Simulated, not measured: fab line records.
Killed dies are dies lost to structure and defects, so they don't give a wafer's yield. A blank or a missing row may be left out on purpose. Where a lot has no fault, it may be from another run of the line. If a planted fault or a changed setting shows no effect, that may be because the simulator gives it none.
Matching of chambers    flow gf180mcu    GF_V5_CMP_04 on cmp-01 has 4 sister chambers
The step polishes SiO2. 14 wafers are shown with their chamber, then 7 later ones without.

EACH WAFER AND ITS CHAMBER
wafer   chamber  motor-current-A (A)  slurry-filter-dp-kPa (kPa)
L611.4  1        11.6                 13.30
L611.5  2        11.7                 13.66
L611.6  1        12.3                 13.77
L612.1  2        11.6                 13.38
L612.2  3        13.9                 13.27
L612.3  1        12.1                 13.55
L614.2  2        12.3                 13.63
L614.3  1        11.7                 13.60
L614.6  0        11.4                 13.56
L617.1  1        11.3                 13.50
L617.2  2        12.0                 13.53
L617.4  3        13.6                 13.55
L618.1  2        12.4                 13.47
L618.4  0        11.2                 13.71

SIGNATURES (averages over the wafers above)
reading               chamber 0  chamber 1  chamber 2  chamber 3  scatter within a chamber
motor-current-A       11.300     11.800     12.000     13.750     0.347
slurry-filter-dp-kPa  13.6350    13.5440    13.5340    13.4100    0.148
Rule: a wafer lies at a distance from a chamber equal to the root of the sum of squares, over the readings, of (its reading less the chamber's mean, divided by the reading's scatter). The wafer belongs to the nearest chamber; if the next one is less than 2 further off, it can't be placed. The scatter: the root of (the sum of the squares of (reading less its chamber's mean) over the shown wafers, divided by (wafers less chambers)).

WAFERS MISSING THEIR CHAMBER
wafer   motor-current-A (A)  slurry-filter-dp-kPa (kPa)
L618.5  12.2                 13.44
L626.2  13.1                 13.74
L626.5  11.3                 13.30
L626.6  12.8                 13.84
L631.2  12.2                 13.75
L631.4  11.3                 13.56
L631.6  13.0                 13.68

WHICH CHAMBER EACH WENT THROUGH
wafer   from the rows above                in truth
L618.5  can't be placed: 2 or 1            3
L626.2  can't be placed: 3 or 2 or 1       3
L626.5  can't be placed: 1 or 0 or 2       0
L626.6  can't be placed: 2 or 1 or 3 or 0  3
L631.2  can't be placed: 2 or 1 or 0       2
L631.4  can't be placed: 0 or 1 or 2       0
L631.6  can't be placed: 3 or 2 or 1       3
0 of 7 placed correctly. From these rows, 7 cannot be placed; in 6 the true chamber is one of the candidates. Placed wrongly: 0.
